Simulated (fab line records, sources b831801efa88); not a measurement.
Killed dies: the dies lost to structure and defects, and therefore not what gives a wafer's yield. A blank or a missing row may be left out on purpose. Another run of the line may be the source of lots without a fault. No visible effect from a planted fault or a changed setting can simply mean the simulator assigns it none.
fab line records	flow gf180mcu
record: lots: 15	wafers: 45	last-day: 34
route steps=602 shown M4@456 V4@480
lots untouched by any fault: they come from a run of this same line in which no faults occurred
start-h: hours from the record's opening day to when the first of the lot's shown wafers began	wait-h: hours elapsed since this lot's preceding step	" the same as in the row above	L1.1+2: several wafers, shown together as one row	- either no value or no given start	* or withheld: withheld	< > ~ a bound
route shown NAME@n: NAME is a module with steps in the file, n the number in the route of the first one	usual: the fault-free wafers' mean and standard deviation	same: alike in all rows	chamber/n: place in a boat	sites: per-site readings	_std_site: standard deviation of those values	_edge_site: the outer-site mean with the inner-site mean subtracted	radius-mm: how far each site lies from the wafer's centre	mask NAME#n: copy n	behind: the most recent tool/chamber to have shaped the wafer	hold: cause of the lot's hold/its duration in hours/its outcome	device: transistor that didn't switch, given as n, p or np	end of line: at the end of the route, the tests of the same wafers	a step with no rows: only its recipe	killed: not the wafer's yield, but the dies lost to structure and defects at the first sort	map: the dies of a wafer, with x for killed, . for not killed, _ for no die there
set.NAME: the setting as run; set.NAME@STEP: as run at that earlier step	model.NAME: the simulator's own value behind a step, which no gauge read
a sample of lots followed through the steps of the route, with each step as a table and each wafer as a row
services: when a tool's chamber went out of use (start-h, in hours from the record's first day, below 0 if earlier), for how many hours, and the reason
== steps ==
step: GF_M4_SPUTTER_00
recipe: material: Ti	target-thk-nm: 37.5	arriving-ion-energy-ev: 80	substrate-temp-c: 200	chamber-pressure-pa: 2	power-w: 4000	time-s: 150
usual: substrate-temp-c: 200.00/0.16	throttle-valve-pct: 29.7/1.3
lot.wafer	tool	chamber	start-h	wait-h	substrate-temp-c	throttle-valve-pct
L342.2	pvd-sputter-01	-	513.68	0.2	199.80	27.4
L342.3	"	-	"	"	200.23	28.8
L342.5	"	-	"	"	200.05	27.8
L343.3	pvd-sputter-01	-	526.61	0.1	199.63	29.1
L343.5	"	-	"	"	200.16	29.3
L343.6	"	-	"	"	200.16	27.6
L344.3	pvd-sputter-01	-	532.71	0.2	199.84	28.9
L344.4	"	-	"	"	199.88	28.8
L344.6	"	-	"	"	200.00	29.2
L346.2	pvd-sputter-04	-	554.48	0.2	200.07	31.2
L346.3	"	-	"	"	200.14	28.8
L346.4	"	-	"	"	200.09	30.3
L347.3	pvd-sputter-01	-	562.96	0.2	200.13	28.8
L347.4	"	-	"	"	200.01	29.0
L347.5	"	-	"	"	199.84	27.3
L348.1	pvd-sputter-03	-	575.22	0.1	199.96	30.6
L348.3	"	-	"	"	200.02	30.2
L348.6	"	-	"	"	200.08	29.6
L349.3	pvd-sputter-01	-	596.13	0.1	200.17	29.3
L349.5	"	-	"	"	199.72	27.6
L349.6	"	-	"	"	199.70	28.6
L350.1	pvd-sputter-04	-	604.54	0.2	199.80	30.3
L350.3	"	-	"	"	200.02	31.6
L350.6	"	-	"	"	200.18	31.7
L351.4	pvd-sputter-04	-	607.28	0.2	200.07	29.0
L351.5	"	-	"	"	200.07	31.2
L351.6	"	-	"	"	200.08	29.9
L352.3	pvd-sputter-04	-	620.18	0.1	199.97	31.6
L352.4	"	-	"	"	199.83	30.3
L352.5	"	-	"	"	200.11	28.9
L353.1	pvd-sputter-04	-	624.31	0.1	200.10	31.2
L353.5	"	-	"	"	199.83	30.2
L353.6	"	-	"	"	200.00	31.4
L354.3	pvd-sputter-03	-	630.41	0.1	200.04	27.8
L354.4	"	-	"	"	199.75	31.3
L354.6	"	-	"	"	200.13	28.1
L358.2	pvd-sputter-03	-	658.68	0.1	200.03	30.4
L358.3	"	-	"	"	200.06	31.1
L358.4	"	-	"	"	200.09	31.3
L360.1	pvd-sputter-03	-	672.95	0.2	199.82	27.9
L360.2	"	-	"	"	199.65	31.1
L360.4	"	-	"	"	200.11	30.3
L362.3	pvd-sputter-01	-	677.61	0.2	199.79	30.3
L362.4	"	-	"	"	200.13	29.2
L362.5	"	-	"	"	200.17	30.2
step: GF_M4_SPUTTER_02
recipe: material: AlCu	target-thk-nm: 450	power-w: 10600	time-s: 23.9	chamber-pressure-pa: 0.4
usual: throttle-valve-pct: 29.7/1.3
lot.wafer	tool	chamber	start-h	wait-h	throttle-valve-pct
L342.2	pvd-sputter-01	-	513.81	0.0	27.5
L342.3	"	-	"	"	28.9
L342.5	"	-	"	"	27.6
L343.3	pvd-sputter-01	-	526.74	0.0	29.3
L343.5	"	-	"	"	29.5
L343.6	"	-	"	"	27.1
L344.3	pvd-sputter-01	-	532.84	0.0	28.7
L344.4	"	-	"	"	28.8
L344.6	"	-	"	"	29.2
L346.2	pvd-sputter-04	-	554.61	0.0	31.3
L346.3	"	-	"	"	28.8
L346.4	"	-	"	"	29.8
L347.3	pvd-sputter-01	-	563.09	0.0	29.0
L347.4	"	-	"	"	29.2
L347.5	"	-	"	"	27.5
L348.1	pvd-sputter-03	-	575.35	0.0	30.6
L348.3	"	-	"	"	29.9
L348.6	"	-	"	"	29.8
L349.3	pvd-sputter-01	-	596.26	0.0	29.1
L349.5	"	-	"	"	27.5
L349.6	"	-	"	"	28.7
L350.1	pvd-sputter-04	-	604.67	0.0	30.1
L350.3	"	-	"	"	31.8
L350.6	"	-	"	"	31.8
L351.4	pvd-sputter-04	-	607.41	0.0	28.7
L351.5	"	-	"	"	31.3
L351.6	"	-	"	"	29.9
L352.3	pvd-sputter-04	-	620.31	0.0	31.4
L352.4	"	-	"	"	30.1
L352.5	"	-	"	"	28.7
L353.1	pvd-sputter-04	-	624.44	0.0	31.5
L353.5	"	-	"	"	30.1
L353.6	"	-	"	"	31.2
L354.3	pvd-sputter-03	-	630.54	0.0	28.1
L354.4	"	-	"	"	31.2
L354.6	"	-	"	"	27.7
L358.2	pvd-sputter-03	-	658.81	0.0	30.5
L358.3	"	-	"	"	31.0
L358.4	"	-	"	"	31.2
L360.1	pvd-sputter-03	-	673.08	0.0	27.8
L360.2	"	-	"	"	31.3
L360.4	"	-	"	"	30.6
L362.3	pvd-sputter-01	-	677.74	0.0	30.2
L362.4	"	-	"	"	29.2
L362.5	"	-	"	"	30.4
step: GF_M4_STRIP_17
recipe: chemistry: O2/N2	power-w: 1400	pressure-mtorr: 1500	platen-temp-c: 250	o2-flow-sccm: 3000	n2-flow-sccm: 300	overash-fraction: 0.5
usual: drypump-motor-current-A: 6.0/0.38	heater-power-w: 359/23	o2-flow-sccm: 3000/9.3	oes-product-au: 0.558/0.0045	strip-time-to-endpoint-s: 7.86/0.037
lot.wafer	tool	chamber	start-h	wait-h	drypump-motor-current-A	heater-power-w	o2-flow-sccm	oes-product-au	rf-hours-counter-h	strip-time-to-endpoint-s
L342.2	plasma-asher-03	1	536.39	0.1	6.2	353	2986	0.553	77	7.85
L342.3	"	0	"	"	6.2	312	2994	0.560	-	7.91
L342.5	"	1	"	"	6.2	357	2992	0.558	-	7.90
L343.3	plasma-asher-01	1	550.27	0.1	5.7	369	2977	0.563	-	7.87
L343.5	"	1	"	"	5.7	371	2991	0.553	-	7.91
L343.6	"	0	"	"	6.4	388	2990	0.560	-	7.88
L344.3	plasma-asher-03	0	556.17	0.1	6.2	321	3007	0.559	-	7.86
L344.4	"	1	"	"	6.2	350	3003	0.559	-	7.85
L344.6	"	1	"	"	6.2	351	3006	0.563	-	7.87
L346.2	plasma-asher-01	0	577.19	0.1	6.4	377	3003	0.555	13	7.89
L346.3	"	1	"	"	5.6	375	2995	0.558	-	7.88
L346.4	"	0	"	"	6.4	396	2999	0.558	-	7.89
L347.3	plasma-asher-03	1	585.01	0.1	6.2	342	3017	0.556	-	7.83
L347.4	"	0	"	"	6.2	312	3021	0.561	-	7.82
L347.5	"	1	"	"	6.2	354	3019	0.555	-	7.82
L348.1	plasma-asher-03	1	597.19	0.1	6.2	352	2997	0.564	84	7.92
L348.3	"	0	"	"	6.2	318	2995	0.563	-	7.87
L348.6	"	0	"	"	6.2	315	3003	0.562	-	7.95
L349.3	plasma-asher-01	0	616.82	0.1	6.5	389	2993	0.561	-	7.78
L349.5	"	0	"	"	6.5	390	2985	0.555	-	7.83
L349.6	"	1	"	"	5.6	360	3022	0.553	-	7.86
L350.1	plasma-asher-01	1	625.33	0.1	5.6	369	3002	0.558	18	7.86
L350.3	"	1	"	"	5.6	363	3008	0.560	-	7.89
L350.6	"	0	"	"	6.4	390	2984	0.557	-	7.88
L351.4	plasma-asher-02	0	627.92	0.1	5.2	361	3000	0.555	-	7.81
L351.5	"	0	"	"	5.2	363	3006	0.553	-	7.81
L351.6	"	1	"	"	6.1	356	2996	0.561	-	7.79
L352.3	plasma-asher-01	1	640.46	0.1	5.7	364	3014	0.559	-	7.83
L352.4	"	0	"	"	6.5	381	2996	0.551	-	7.86
L352.5	"	0	"	"	6.5	386	2983	0.557	-	7.85
L353.1	plasma-asher-01	0	644.99	0.1	6.5	386	3010	0.560	20	7.89
L353.5	"	0	"	"	6.5	385	2992	0.553	-	7.81
L353.6	"	1	"	"	5.7	370	2988	0.555	-	7.81
L354.3	plasma-asher-02	1	650.31	0.1	6.1	347	3005	0.560	-	7.89
L354.4	"	0	"	"	5.2	358	2997	0.562	-	7.88
L354.6	"	1	"	"	6.0	349	3003	0.562	-	7.88
L358.2	plasma-asher-01	0	678.39	0.1	6.4	377	3011	0.559	24	7.87
L358.3	"	0	"	"	6.4	374	3001	0.554	-	7.84
L358.4	"	1	"	"	5.7	355	3005	0.555	-	7.88
L360.1	plasma-asher-03	1	691.89	0.1	6.2	351	2993	0.553	94	7.80
L360.2	"	0	"	"	6.2	319	2992	0.564	94	7.85
L360.4	"	1	"	"	6.2	336	2987	0.554	-	7.85
L362.3	plasma-asher-01	0	697.17	0.1	6.5	387	2997	0.557	-	7.82
L362.4	"	1	"	"	5.7	360	2995	0.563	-	7.88
L362.5	"	0	"	"	6.4	384	3010	0.556	-	7.81
step: GF_V4_CMP_04
recipe: material: SiO2	down-force-psi: 4	platen-rpm: 60	pad-velocity-m-s: 0.94248
usual: edge-zone-pressure-frac: 1.000/0.0051	head-pressure-psi: 4.001/0.0093	motor-current-A: 12.3/1	time-to-endpoint-s: 83/4.5
lot.wafer	tool	chamber	start-h	wait-h	edge-zone-pressure-frac	head-pressure-psi	motor-current-A	time-to-endpoint-s
L342.3	cmp-01	3	537.19	0.0	1.001	4.005	12.6	78
L342.2	"	1	"	"	1.000	4.002	11.3	86
L342.5	"	0	"	"	0.998	3.998	13.1	84
L343.3	cmp-02	0	551.29	0.3	1.004	4.001	11.4	79
L343.5	"	0	"	"	1.012	4.014	10.4	79
L343.6	"	1	"	"	1.010	4.002	12.7	80
L344.4	cmp-02	1	556.93	0.0	1.001	3.987	12.3	90
L344.3	"	2	"	"	0.994	4.001	12.2	86
L344.6	"	2	"	"	0.996	4.000	12.7	94
L346.4	cmp-02	2	578.00	0.0	0.998	4.010	11.9	85
L346.2	"	0	"	"	1.008	4.014	11.7	79
L346.3	"	1	"	"	1.008	3.989	11.9	86
L347.4	cmp-02	0	585.84	0.1	1.000	4.018	11.7	84
L347.3	"	1	"	"	1.005	4.001	12.3	84
L347.5	"	3	"	"	1.004	4.024	14.2	89
L348.1	cmp-02	1	598.08	0.1	1.007	4.011	12.8	85
L348.3	"	3	"	"	1.007	3.996	14.7	83
L348.6	"	1	"	"	1.001	3.993	12.0	92
L349.3	cmp-02	2	617.78	0.2	-	-	-	-
L349.6	"	2	"	"	-	-	-	-
L349.5	"	3	"	"	-	-	-	-
L350.1	cmp-01	2	626.21	0.1	-	-	-	-
L350.3	"	3	"	"	-	-	-	-
L350.6	"	1	"	"	-	-	-	-
L351.4	cmp-01	3	628.68	0.0	-	-	-	-
L351.6	"	3	"	"	-	-	-	-
L351.5	"	0	"	"	-	-	-	-
L352.3	cmp-01	0	641.44	0.2	0.998	3.994	13.1	84
L352.4	"	1	"	"	0.999	3.982	11.3	88
L352.5	"	0	"	"	1.000	3.995	13.5	89
L353.1	cmp-02	1	645.92	0.1	0.993	4.011	12.1	78
L353.5	"	3	"	"	1.008	4.005	13.9	82
L353.6	"	0	"	"	1.000	4.004	11.7	79
L354.3	cmp-01	3	651.12	0.0	1.009	3.991	12.4	79
L354.4	"	2	"	"	1.000	4.012	10.8	90
L354.6	"	0	"	"	1.006	3.995	13.4	85
L358.4	cmp-01	1	679.22	0.0	0.999	3.996	11.1	87
L358.3	"	3	"	"	0.998	3.990	12.3	85
L358.2	"	0	"	"	1.000	3.995	13.1	81
L360.4	cmp-01	0	692.68	0.0	1.002	4.008	13.4	90
L360.2	"	1	"	"	1.007	4.007	11.7	85
L360.1	"	2	"	"	0.997	4.014	11.2	83
L362.3	cmp-02	1	697.98	0.1	0.993	4.007	12.5	74
L362.4	"	2	"	"	1.005	4.003	11.4	79
L362.5	"	0	"	"	0.999	3.994	11.9	76
step: GF_V4_ETCH_17
recipe: chemistry: C4F8/O2/Ar	mask-material: KrF	target: SiO2	stop-on: TiN	source-w: 1500	bias-w: 1200	pressure-mtorr: 40	c4f8-flow-sccm: withheld	O2_flow_sccm: 6	Ar_flow_sccm: 300	time-s: withheld	target-depth-a: 6300
usual: oes-product-au: 0.856/0.0044
lot.wafer	tool	chamber	start-h	wait-h	oes-product-au
L342.2	rie-diel-02	0	-	-	0.852
L342.3	"	1	"	"	0.852
L342.5	"	1	"	"	0.856
L343.3	rie-diel-01	1	-	-	0.855
L343.5	"	0	"	"	0.860
L343.6	"	3	"	"	0.856
L344.3	rie-diel-04	0	-	-	0.861
L344.4	"	3	"	"	0.856
L344.6	"	2	"	"	0.853
L346.2	rie-diel-02	2	-	-	0.850
L346.3	"	1	"	"	0.851
L346.4	"	0	"	"	0.857
L347.3	rie-diel-04	3	-	-	0.849
L347.4	"	3	"	"	0.854
L347.5	"	0	"	"	0.855
L348.1	rie-diel-02	3	-	-	0.853
L348.3	"	2	"	"	0.860
L348.6	"	3	"	"	0.857
L349.3	rie-diel-01	1	-	-	1.625
L349.5	"	3	"	"	1.610
L349.6	"	1	"	"	1.631
L350.1	rie-diel-04	0	-	-	1.618
L350.3	"	3	"	"	1.615
L350.6	"	1	"	"	1.611
L351.4	rie-diel-04	2	-	-	1.614
L351.5	"	1	"	"	1.612
L351.6	"	0	"	"	1.613
L352.3	rie-diel-04	2	-	-	0.853
L352.4	"	2	"	"	0.861
L352.5	"	0	"	"	0.854
L353.1	rie-diel-01	0	-	-	0.859
L353.5	"	3	"	"	0.859
L353.6	"	0	"	"	0.857
L354.3	rie-diel-01	3	-	-	0.857
L354.4	"	0	"	"	0.862
L354.6	"	1	"	"	0.858
L358.2	rie-diel-01	2	-	-	0.849
L358.3	"	3	"	"	0.857
L358.4	"	0	"	"	0.867
L360.1	rie-diel-01	1	-	-	0.860
L360.2	"	0	"	"	0.850
L360.4	"	2	"	"	0.851
L362.3	rie-diel-04	1	-	-	0.854
L362.4	"	2	"	"	0.852
L362.5	"	3	"	"	0.848
== services ==
tool	chamber	start-h	hours	kind
plasma-asher-01	-	523.45	5.1	repair
plasma-asher-01	-	540.08	0.3	repair
rie-diel-01	-	547.98	1.5	repair
cmp-01	-	550.22	15.7	pm
plasma-asher-01	-	555.45	14.6	pm
rie-diel-04	-	560.34	1.4	repair
pvd-sputter-03	-	561.38	0.7	repair
plasma-asher-03	-	561.58	5.1	repair
cmp-01	-	565.93	4.1	pm
cmp-01	-	572.00	4.0	pm
cmp-01	-	585.55	32.8	repair
cmp-02	-	588.57	2.1	repair
plasma-asher-03	-	614.87	2.1	repair
cmp-01	-	618.35	7.0	pm
cmp-02	-	625.36	3.4	pm
rie-diel-01	0	629.51	9.7	repair
plasma-asher-03	-	647.54	4.5	repair
cmp-02	-	666.25	6.4	pm
pvd-sputter-03	-	683.69	2.2	repair
cmp-01	-	689.86	1.6	repair
rie-diel-04	1	698.01	10.7	repair
rie-diel-01	2	706.25	3.1	repair
cmp-02	-	707.93	1.9	repair
plasma-asher-03	-	709.34	2.8	pm
== key ==
first-sign: step: GF_V4_CMP_04	reading: tool-record	direction: missing
effect: step: GF_V4_ETCH_17	reading: oes-product-au	direction: up	sigmas: 99+	usual: 0.856	struck: 1.617
met-at GF_V4_CMP_04
struck-lots L349,L350,L351
later-rows-left-out L349.3,L349.5,L349.6,L350.1,L350.3,L350.6,L351.4,L351.5,L351.6
sort-left-out L349.3,L349.5,L349.6,L350.1,L350.3,L350.6,L351.4,L351.5,L351.6
not-acting-at GF_M4_SPUTTER_00,GF_M4_SPUTTER_02,GF_M4_STRIP_17
onset-between 598.08 617.78
fault: kind: skipped-step-whole	tool: cmp-01,cmp-02	chamber: -	onset-h: 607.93	steps: GF_V4_CMP_04	scope: struck-lots-only
sort-left-out: the simulated sort isn't trusted on such a fault, so these wafers' sort isn't shown, and their yield isn't known
later-rows-left-out: the simulator's readings of these wafers behind a module that went badly wrong aren't trusted and aren't shown, but for the sort
